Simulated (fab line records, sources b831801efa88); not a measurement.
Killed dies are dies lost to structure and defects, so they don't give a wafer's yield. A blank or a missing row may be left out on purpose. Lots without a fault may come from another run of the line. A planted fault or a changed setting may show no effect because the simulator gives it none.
Which tool did it? | flow sky130 | 24 lots, 72 wafers sampled, at 4 steps of a route of 708

WHAT THE GAUGES READ, wafer by wafer
SKY_PWDE_TW_MEAS_10.
lot  | measured    | on            | PWDE_TW
L074 | day 4 00:28 | film_metro-02 | 371 371 371
L075 | day 4 04:50 | film_metro-02 | 371 371 372
L076 | day 4 08:53 | film_metro-01 | 368 372 369
L077 | day 4 16:22 | film_metro-03 | 380 381 381
L078 | day 4 21:32 | film_metro-01 | 367 370 367
L079 | day 5 01:10 | film_metro-03 | 381 382 382
L080 | day 5 05:33 | film_metro-01 | 370 371 373
L081 | day 5 12:49 | film_metro-03 | 379 382 381
L082 | day 5 17:06 | film_metro-03 | 382 381 381
L083 | day 6 03:54 | film_metro-03 | 382 381 380
L084 | day 6 04:43 | film_metro-03 | 382 380 381
L085 | day 6 09:55 | film_metro-03 | 380 382 382
L086 | day 6 14:32 | film_metro-03 | 381 383 381
L087 | day 6 19:03 | film_metro-02 | 372 372 371
L088 | day 7 08:04 | film_metro-01 | 370 371 369
L089 | day 7 15:31 | film_metro-01 | 372 373 371
L090 | day 7 16:31 | film_metro-02 | 374 372 372
L091 | day 7 21:10 | film_metro-02 | 372 371 371
L092 | day 8 04:16 | film_metro-01 | 368 368 368
L093 | day 8 07:43 | film_metro-02 | 374 374 374
L094 | day 8 15:44 | film_metro-03 | 379 378 382
L095 | day 8 19:35 | film_metro-01 | 368 369 368
L096 | day 9 00:11 | film_metro-02 | 374 373 374
L097 | day 9 03:03 | film_metro-03 | 382 382 383

SKY_METAL1_CD_MEAS_15: target cd 140 nm.
lot  | measured     | on        | cd_nm (nm)
L074 | day 32 23:10 | cd_sem-02 | 141.4 140.2 142.0
L075 | day 33 06:08 | cd_sem-02 | 140.2 139.2 140.5
L076 | day 33 12:25 | cd_sem-01 | 141.3 139.5 138.8
L077 | day 33 17:46 | cd_sem-02 | 139.8 139.4 139.6
L078 | day 34 04:34 | cd_sem-02 | 141.0 140.7 140.7
L079 | day 34 11:37 | cd_sem-02 | 139.5 138.5 138.8
L080 | day 34 19:43 | cd_sem-01 | 141.3 139.5 139.6
L081 | day 35 06:36 | cd_sem-02 | 140.5 139.4 138.6
L082 | day 35 15:37 | cd_sem-02 | 142.7 143.6 141.9
L083 | day 36 02:52 | cd_sem-01 | 138.5 137.9 139.1
L084 | day 36 03:26 | cd_sem-01 | 138.7 141.2 139.1
L085 | day 36 11:05 | cd_sem-01 | 141.0 140.2 140.5
L086 | day 36 15:27 | cd_sem-01 | 138.5 138.6 138.8
L087 | day 36 20:14 | cd_sem-01 | 139.9 140.1 140.8
L088 | day 37 14:52 | cd_sem-02 | 136.0 134.2 136.7
L089 | day 38 02:35 | cd_sem-01 | 142.8 140.7 140.8
L090 | day 38 02:55 | cd_sem-02 | 139.9 138.6 137.9
L091 | day 38 09:28 | cd_sem-02 | 141.2 140.9 140.4
L092 | day 38 15:37 | cd_sem-02 | 142.1 144.8 140.8
L093 | day 38 19:14 | cd_sem-01 | 139.4 138.7 140.1
L094 | day 39 05:43 | cd_sem-01 | 139.3 139.7 140.7
L095 | day 39 06:47 | cd_sem-02 | 137.5 137.5 137.2
L096 | day 39 13:59 | cd_sem-01 | 140.9 140.3 141.5
L097 | day 39 16:12 | cd_sem-01 | 139.5 139.2 138.5

WHICH TOOL RAN EACH LOT (tool, then ch and the chambers of the sampled wafers, then the start)
lot  | SKY_CONTACT_ETCH_16                | SKY_CONTACT_ETCH_17
L074 | rie_diel-02 ch 0,2,3, day 31 18:34 | rie_diel-02 ch 0,2,3, day 31 18:37
L075 | rie_diel-03 ch 1,2,3, day 32 01:10 | rie_diel-03 ch 1,2,3, day 32 01:13
L076 | rie_diel-03 ch 1,2, day 32 08:25   | rie_diel-03 ch 1,2, day 32 08:27
L077 | rie_diel-02 ch 0,2, day 32 13:19   | rie_diel-02 ch 0,2, day 32 13:21
L078 | rie_diel-01 ch 0,1,2, day 33 01:07 | rie_diel-01 ch 0,1,2, day 33 01:09
L079 | rie_diel-03 ch 0,1,3, day 33 06:54 | rie_diel-03 ch 0,1,3, day 33 06:56
L080 | rie_diel-01 ch 0,1,3, day 33 15:13 | rie_diel-01 ch 0,1,3, day 33 15:16
L081 | rie_diel-03 ch 1,2, day 34 02:49   | rie_diel-03 ch 1,2, day 34 02:52
L082 | rie_diel-01 ch 0,1,2, day 34 11:25 | rie_diel-01 ch 0,1,2, day 34 11:28
L083 | rie_diel-03 ch 0,1,2, day 34 23:01 | rie_diel-03 ch 0,1,2, day 34 23:04
L084 | rie_diel-02 ch 0,1,2, day 34 23:58 | rie_diel-02 ch 0,1,2, day 35 00:00
L085 | rie_diel-02 ch 0,1, day 35 08:06   | rie_diel-02 ch 0,1, day 35 08:08
L086 | rie_diel-03 ch 0,1,2, day 35 11:52 | rie_diel-03 ch 0,1,2, day 35 11:55
L087 | rie_diel-02 ch 0,1,2, day 35 17:19 | rie_diel-02 ch 0,1,2, day 35 17:22
L088 | rie_diel-03 ch 0,2,3, day 36 10:52 | rie_diel-03 ch 0,2,3, day 36 10:55
L089 | rie_diel-02 ch 0,3, day 36 22:04   | rie_diel-02 ch 0,3, day 36 22:07
L090 | rie_diel-01 ch 1,2, day 36 22:46   | rie_diel-01 ch 1,2, day 36 22:49
L091 | rie_diel-01 ch 2,3, day 37 06:40   | rie_diel-01 ch 2,3, day 37 06:42
L092 | rie_diel-01 ch 2,3, day 37 13:34   | rie_diel-01 ch 2,3, day 37 13:36
L093 | rie_diel-02 ch 0,1,3, day 37 16:43 | rie_diel-02 ch 0,1,3, day 37 16:45
L094 | rie_diel-01 ch 2,3, day 38 03:01   | rie_diel-01 ch 2,3, day 38 03:03
L095 | rie_diel-01 ch 0,1,3, day 38 04:10 | rie_diel-01 ch 0,1,3, day 38 04:13
L096 | rie_diel-03 ch 0,1,3, day 38 11:22 | rie_diel-03 ch 0,1,3, day 38 11:25
L097 | rie_diel-03 ch 0,2, day 38 13:34   | rie_diel-03 ch 0,2, day 38 13:37
- SKY_CONTACT_ETCH_16: etches BARC in N2/H2, stops on SiO2, time 45.9 s, target depth 60 nm.
- SKY_CONTACT_ETCH_17: etches SiO2 in C4F8/O2/Ar, stops on Si3N4, target depth 340 nm.

WHAT THE TOOLS THEMSELVES READ (means of the sampled wafers that have a number; where no wafer has one, the mark that the record gives instead)
SKY_CONTACT_ETCH_16.
lot  | tool        | drypump_motor_current_A (A) | n2_flow_sccm (sccm) | oes_product_au (a.u.) | throttle_valve_pct (%)
L074 | rie_diel-02 | 5.8                         | 100.1               | 0.855                 | 13.233
L075 | rie_diel-03 | 5.3                         | 100.1               | 0.855                 | 13.216
L076 | rie_diel-03 | 5.0                         | 100.1               | 0.853                 | 13.232
L077 | rie_diel-02 | 5.4                         | 100.1               | 0.853                 | 13.229
L078 | rie_diel-01 | 5.9                         | 99.5                | 0.853                 | 13.224
L079 | rie_diel-03 | 5.8                         | 99.8                | 0.854                 | 13.223
L080 | rie_diel-01 | 5.8                         | 99.8                | 0.855                 | 13.221
L081 | rie_diel-03 | 4.9                         | 100.1               | 0.853                 | 13.222
L082 | rie_diel-01 | 5.9                         | 99.9                | 0.853                 | 13.224
L083 | rie_diel-03 | 5.4                         | 99.9                | 0.859                 | 13.215
L084 | rie_diel-02 | 5.2                         | 100.0               | 0.857                 | 13.220
L085 | rie_diel-02 | 5.1                         | 99.8                | 0.857                 | 13.211
L086 | rie_diel-03 | 5.4                         | 100.0               | 0.852                 | 13.228
L087 | rie_diel-02 | 5.3                         | 99.9                | 0.855                 | 13.236
L088 | rie_diel-03 | 5.4                         | 100.1               | 0.855                 | 13.231
L089 | rie_diel-02 | 5.5                         | 100.0               | 0.852                 | 13.217
L090 | rie_diel-01 | 5.8                         | 100.3               | 0.849                 | 13.217
L091 | rie_diel-01 | 5.7                         | 100.2               | 0.854                 | 13.230
L092 | rie_diel-01 | 5.7                         | 100.1               | 0.855                 | 13.223
L093 | rie_diel-02 | 5.6                         | 100.1               | 0.854                 | 13.222
L094 | rie_diel-01 | 5.7                         | 100.0               | 0.855                 | 13.226
L095 | rie_diel-01 | 5.8                         | 100.2               | 0.855                 | 13.225
L096 | rie_diel-03 | 5.8                         | 99.9                | 0.858                 | 13.218
L097 | rie_diel-03 | 5.5                         | 99.9                | 0.857                 | 13.223

SKY_CONTACT_ETCH_17.
lot  | tool        | oes_product_au (a.u.)
L074 | rie_diel-02 | 0.892
L075 | rie_diel-03 | 0.891
L076 | rie_diel-03 | 0.892
L077 | rie_diel-02 | 0.894
L078 | rie_diel-01 | 0.892
L079 | rie_diel-03 | 0.896
L080 | rie_diel-01 | 0.894
L081 | rie_diel-03 | 0.888
L082 | rie_diel-01 | 0.891
L083 | rie_diel-03 | 0.887
L084 | rie_diel-02 | 0.890
L085 | rie_diel-02 | 0.894
L086 | rie_diel-03 | 0.895
L087 | rie_diel-02 | 0.891
L088 | rie_diel-03 | 0.895
L089 | rie_diel-02 | 0.891
L090 | rie_diel-01 | 0.893
L091 | rie_diel-01 | 0.894
L092 | rie_diel-01 | 0.891
L093 | rie_diel-02 | 0.891
L094 | rie_diel-01 | 0.895
L095 | rie_diel-01 | 0.896
L096 | rie_diel-03 | 0.895
L097 | rie_diel-03 | 0.895

THE ANSWER, worked out from the rows above alone
Rule: what is usual is taken from the lots themselves. Put in order of their means at a reading, lots are off if they are a third of the lots or fewer, leave a main group of 4 or more, and stand apart from it by a gap of 3 or more times the standard deviation of the main group's means; of several such gaps the widest counts. A main group whose means are all the same, to the digits that the tables above print for the reading, isn't used. A lot without any number at a reading at which 4 lots or more have one is off too. The other lots that the step has rows for count as sound. The gauges are gone through in route order, then the tools' own readings, and for those a lot's mean is taken as printed above. The first step at which some lot is off is used, and at that step the reading that is off furthest; a lot without a number counts as furthest.
No lot is off at any reading shown: from this, nothing can be told.

WHAT THE SIMULATOR HAD PUT IN
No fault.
